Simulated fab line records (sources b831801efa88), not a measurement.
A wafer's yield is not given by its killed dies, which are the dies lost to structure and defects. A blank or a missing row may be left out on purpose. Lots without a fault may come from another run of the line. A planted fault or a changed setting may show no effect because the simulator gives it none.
Comparing a struck lot with a sound one ; flow sky130 ; 18 out of 708 route steps
Sound: wafers L883.1, L883.3, L883.6. Struck: wafers L889.2, L889.3, L889.4. The cause is named last.
Per side, at each step with rows, come the tool, then ch with its chambers, and then its first start. Under that, the readings that differ: sound wafers ; struck wafers ; difference of the means ; sigmas: that difference in standard deviations of wafers without a fault.
alike: a reading whose means differ by less than 2 such deviations, as well as words and numbers matching on both sides. not compared: withheld readings; readings where some wafer has no value; bounds like >300 that might hide an equal value; numbers whose values overlap and for which the record gives no deviation.
Wherever a step has rows on one side only, a row that says differs or no value, or a row with sigmas, the two part there. Non-overlapping numbers with no deviation appear without sigmas and do not part them. A reading missing from all wafers of one side parts the sides only when that side holds two or more wafers.

first, 3 steps without rows for these wafers: SKY_VT_ADJUST_HVTR_EXPOSE_04 (exposes mask HVTRM, target cd 380 nm); SKY_VT_ADJUST_HVTR_PEB_05; SKY_VT_ADJUST_HVTR_DEVELOP_06 (develop time 60 s).
SKY_VT_ADJUST_HVTR_CD_MEAS_07 targets a cd of 380 nm.
  struck on cd-sem-02, day 13 11:48; sound on cd-sem-02, day 11 20:08
  alike: cd-nm
SKY_VT_ADJUST_HVTR_OVL_MEAS_08:
  struck on overlay-01, day 13 11:55; sound on overlay-01, day 11 20:15
  alike: VT_ADJUST_HVTR_OVL
after that, 1 step had no rows for these wafers: SKY_VT_ADJUST_HVTR_IMPLANT_09.
SKY_VT_ADJUST_HVTR_STRIP_10: strips in O2/N2.
  sound on plasma-asher-03 ch 0,1, day 11 20:26; struck on plasma-asher-04 ch 0,1, day 13 12:05
  alike: drypump-motor-current-A, oes-product-au, strip-time-to-endpoint-s
  not compared: rf-hours-counter-h
SKY_VT_ADJUST_HVTR_TW_MEAS_11:
  struck on film-metro-04, day 13 12:12; sound on film-metro-01, day 11 20:32
  alike: VT_ADJUST_HVTR_TW
then, 4 steps without rows for these wafers: SKY_VT_ADJUST_PCH_DEHYDRATE_00 (time 60 s); SKY_VT_ADJUST_PCH_HMDS_01 (prime time 60 s); SKY_VT_ADJUST_PCH_COAT_02 (resist thk 3000 nm); SKY_VT_ADJUST_PCH_SOFTBAKE_03.
SKY_VT_ADJUST_PCH_EXPOSE_04: exposes mask NWM, target cd 840 nm.
  sound on iline-stepper-01 ch 0, day 12 08:24; struck on iline-stepper-01 ch 0, day 14 00:35
reading;sound;struck;difference;sigmas
model.VT_ADJUST_PCH.overlay-x-nm (nm);-1.34 -1.34 -1.34;72.04 72.04 72.04;+73.38;
  alike: mask, exposure-dose-mJ-cm2, focus-offset-nm
then, 2 steps without rows for these wafers: SKY_VT_ADJUST_PCH_PEB_05; SKY_VT_ADJUST_PCH_DEVELOP_06 (develop time 60 s).
SKY_VT_ADJUST_PCH_OVL_MEAS_07:
  struck on overlay-02, day 14 12:26; sound on overlay-02, day 12 20:48
reading;sound;struck;difference;sigmas
VT_ADJUST_PCH_OVL (nm);-2.9 -2.3 -2.1;71.4 71.2 71.0;+73.6;+57
then, 2 steps without rows for these wafers: SKY_VT_ADJUST_PCH_IMPLANT_08; SKY_PAD_OPEN_PROBE_99.

== WHERE THEY PART ==
At SKY_VT_ADJUST_PCH_OVL_MEAS_07 and nowhere else, as far as this record goes.

WHY: whatever the simulator had introduced
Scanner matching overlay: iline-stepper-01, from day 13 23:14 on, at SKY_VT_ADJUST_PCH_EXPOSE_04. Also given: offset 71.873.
